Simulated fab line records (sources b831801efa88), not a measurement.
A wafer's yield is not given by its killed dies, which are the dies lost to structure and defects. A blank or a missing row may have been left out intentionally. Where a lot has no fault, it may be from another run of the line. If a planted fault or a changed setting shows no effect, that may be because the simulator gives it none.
Matching of chambers	flow gf180mcu	GF_V4_CMP_26 on cmp-02: 4 sister chambers
The step polishes, stops on SiO2, t overpolish 15 s, target thk 0 nm. 4 wafers are shown with their chamber, then 10 later ones without.

== EACH WAFER AND ITS CHAMBER ==
wafer	chamber	motorCurrentA (A)
L530.6	0	10.7
L533.6	2	12.4
L534.1	1	13.6
L534.2	3	10.9

== WAFERS MISSING THEIR CHAMBER ==
wafer	motorCurrentA (A)
L534.4	12.5
L539.2	11.9
L539.3	13.1
L539.6	13.1
L542.1	13.2
L542.2	11.0
L542.4	10.8
L545.1	10.9
L545.3	10.8
L545.6	11.3

== CHAMBER TAKEN BY EACH ==
wafer	from the rows above	in truth
L534.4	2	2
L539.2	can't be placed: 2 or 3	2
L539.3	can't be placed: 1 or 2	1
L539.6	can't be placed: 1 or 2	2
L542.1	can't be placed: 1 or 2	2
L542.2	can't be placed: 3 or 0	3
L542.4	can't be placed: 3 or 0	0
L545.1	can't be placed: 3 or 0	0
L545.3	can't be placed: 3 or 0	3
L545.6	can't be placed: 3 or 0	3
1 of 10 placed correctly. These rows do not allow placing 9 (true chamber among the candidates in 9). 0 placed wrongly.
How it was worked out, from the rows above alone: a wafer's distance from a chamber is the root of the sum, over the readings, of the square of ((its reading less the chamber's mean) divided by the reading's scatter). The wafer belongs to the nearest chamber; if the next one is less than 2 further off, it can't be placed. The mean given for a chamber averages the wafers shown for that chamber. The scatter (one wafer shown for each chamber): square how far every hidden wafer sits from the nearest shown wafer, average those squares and take the square root.
